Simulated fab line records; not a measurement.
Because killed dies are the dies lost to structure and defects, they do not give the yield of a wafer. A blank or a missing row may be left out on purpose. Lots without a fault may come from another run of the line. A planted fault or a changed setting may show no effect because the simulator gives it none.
Comparing a struck lot with a sound one + flow sfqLine + 14 out of 325 route steps
Sound: these wafers, L599.1, L599.2, L599.3. Struck: wafers L611.2, L611.3, L611.4. The cause comes at the end.
Per side, at each step with rows, come the tool, then ch with its chambers, and then its first start. Under that, the readings that differ: sound wafers + struck wafers + difference of the means + sigmas: that difference in standard deviations of wafers without a fault.
alike: a reading whose means differ by less than 2 such deviations, as well as words and numbers matching on both sides. not compared: withheld readings; readings where some wafer has no value; bounds like >300 that might hide an equal value; numbers whose values overlap and for which the record gives no deviation.
Wherever a step has rows on one side only, a row that says differs or no value, or a row with sigmas, the two part there. Non-overlapping numbers with no deviation appear without sigmas and do not part them. A reading missing from all wafers of one side parts the sides only when that side holds two or more wafers.

SFQ_TRILAYER_I1_CMP_CMP_046: polishes SiO2.
  sound on cmp-02 ch 0,1,2, day 18 02:32; struck on cmp-02 ch 0,1,2, day 19 10:31
  alike: motorCurrentA, timeToEndpointS
SFQ_I1_BOW_MEAS_912:
  sound on filmMetro-04, day 18 05:32; struck on filmMetro-01, day 19 13:32
  alike: I1_BOW
SFQ_TRILAYER_I1_METRO_MEASURE_047:
  sound on filmMetro-04, day 18 05:40; struck on filmMetro-01, day 19 13:50
  alike: thkNm
then, 6 steps without rows for these wafers: SFQ_TRILAYER_I1_VIA_LITHO_COAT_054 (resist thk 62 nm); SFQ_TRILAYER_I1_VIA_LITHO_COAT_049 (resist thk 650 nm); SFQ_TRILAYER_I1_VIA_LITHO_SOFTBAKE_053; SFQ_TRILAYER_I1_VIA_LITHO_EXPOSE_050 (exposes mask I1, target cd 500 nm); SFQ_TRILAYER_I1_VIA_LITHO_PEB_052 (peb time 60 s); SFQ_TRILAYER_I1_VIA_LITHO_DEVELOP_051 (time 60 s).
-- the record jumps here: 7 days lie between the struck wafers' starts before and after --
SFQ_I1_OVL_MEAS_913:
  sound on overlay-01, day 24 19:39; struck on overlay-02, day 26 05:43
  alike: I1_OVL
SFQ_TRILAYER_I1_VIA_BARC_OPEN_VIA_ETCH_071: etches BARC in O2, target depth 125 nm, time 41.7 s.
  sound on rieDiel-01 ch 0,1,3, day 24 19:41; struck on rieDiel-04 ch 1,2,3, day 26 05:45
  alike: drypumpMotorCurrentA, oesProductAu
  not compared: rfHoursCounterH
SFQ_TRILAYER_I1_VIA_ETCH_VIA_ETCH_052: etches SiO2 in CHF3, stops on Nb, target depth 260 nm.
  sound on rieDiel-01 ch 0,1,3, day 24 19:43; struck on rieDiel-04 ch 1,2,3, day 26 05:47
  alike: drypumpMotorCurrentA, oesProductAu
SFQ_TRILAYER_I1_VIA_STRIP_STRIP_053: strips in O2.
  sound on rieMetal-02 ch 0,1, day 24 19:50; struck on rieMetal-02 ch 0,1, day 26 05:55
| reading                      | sound             | struck            | difference | sigmas      |
|------------------------------|-------------------|-------------------|------------|-------------|
| chamberPressureMTorr (mTorr) | 49.94 50.02 49.97 | 40.05 39.97 40.01 | -9.97      | -99 or more |
  alike: drypumpMotorCurrentA, oesProductAu
  not compared: rfHoursCounterH
then, 1 step without rows for these wafers: SFQ_TRILAYER_I1_VIA_STRIP_SOLV_CLEAN_054 (cleans in NMP, time 600 s).

== WHERE THEY PART ==
SFQ_TRILAYER_I1_VIA_STRIP_STRIP_053 only, going by this record.

WHY: what had been put in by the simulator
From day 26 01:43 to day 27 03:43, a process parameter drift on rieMetal-02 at SFQ_TRILAYER_I1_VIA_STRIP_STRIP_053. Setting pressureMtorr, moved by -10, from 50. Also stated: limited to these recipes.
